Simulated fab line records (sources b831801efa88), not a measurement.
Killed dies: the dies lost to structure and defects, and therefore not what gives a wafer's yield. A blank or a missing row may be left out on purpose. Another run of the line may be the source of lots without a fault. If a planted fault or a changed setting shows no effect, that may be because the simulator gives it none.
Which tool did it? + flow gf180mcu + 7 lots with 21 wafers sampled at 4 steps, on a route of 602 steps

== WHAT THE GAUGES READ, wafer by wafer ==
GF_M3_OVL_MEAS_15.
| lot  | measured     | on         | M3_OVL (nm) |
|------|--------------|------------|-------------|
| L659 | day 24 10:32 | overlay-02 | 6 -11 2     |
| L662 | day 25 09:07 | overlay-02 | 1 10 -2     |
| L665 | day 26 12:25 | overlay-01 | -5 1 6      |
| L667 | day 27 00:11 | overlay-01 | -1 2 6      |
| L670 | day 27 19:32 | overlay-01 | -6 -2 2     |
| L672 | day 28 07:48 | overlay-01 | -9 -4 -2    |
| L674 | day 28 19:22 | overlay-02 | 6 0 3       |

== TOOL THAT RAN EACH LOT (tool first, then ch and the chambers of the sampled wafers, then the start) ==
| lot  | GF_M3_SPUTTER_00            | GF_M3_SPUTTER_02            | GF_M3_SOFTBAKE_10                |
|------|-----------------------------|-----------------------------|----------------------------------|
| L659 | pvdSputter-01, day 23 12:14 | pvdSputter-01, day 23 12:22 | lithoTrack-02 ch 0, day 23 23:52 |
| L662 | pvdSputter-01, day 24 11:16 | pvdSputter-01, day 24 11:24 | lithoTrack-02 ch 0, day 24 22:34 |
| L665 | pvdSputter-01, day 25 14:34 | pvdSputter-01, day 25 14:41 | lithoTrack-04 ch 0, day 26 01:36 |
| L667 | pvdSputter-02, day 26 03:02 | pvdSputter-02, day 26 03:10 | lithoTrack-04 ch 0, day 26 13:33 |
| L670 | pvdSputter-01, day 26 23:22 | pvdSputter-01, day 26 23:31 | lithoTrack-04 ch 0, day 27 09:36 |
| L672 | pvdSputter-03, day 27 12:05 | pvdSputter-03, day 27 12:13 | lithoTrack-01 ch 0, day 27 21:56 |
| L674 | pvdSputter-01, day 28 00:01 | pvdSputter-01, day 28 00:08 | lithoTrack-04 ch 0, day 28 09:13 |
- GF_M3_SPUTTER_00: material Ti, target thk 37.5 nm, time 150 s.
- GF_M3_SPUTTER_02: material AlCu, target thk 450 nm, time 23.9 s.
- GF_M3_SOFTBAKE_10: time 60 s.

== THE ANSWER, worked out from the rows above alone ==
Rule: the usual values come from the lots themselves. The widest of any qualifying gaps counts: lots, ordered by their means at a reading, are off when they make up no more than a third of the lots, leave a main group of 4 or more, and stand apart from it by 3 or more times the standard deviation of that group's means. A main group whose means are all the same, to the digits that the tables above print for the reading, isn't used. A lot without any number at a reading at which 4 lots or more have one is off too. Any other lot the step has rows for is counted as sound.
No lot is off on any of the readings shown, so nothing can be concluded from this.

== WHAT THE SIMULATOR HAD INSERTED ==
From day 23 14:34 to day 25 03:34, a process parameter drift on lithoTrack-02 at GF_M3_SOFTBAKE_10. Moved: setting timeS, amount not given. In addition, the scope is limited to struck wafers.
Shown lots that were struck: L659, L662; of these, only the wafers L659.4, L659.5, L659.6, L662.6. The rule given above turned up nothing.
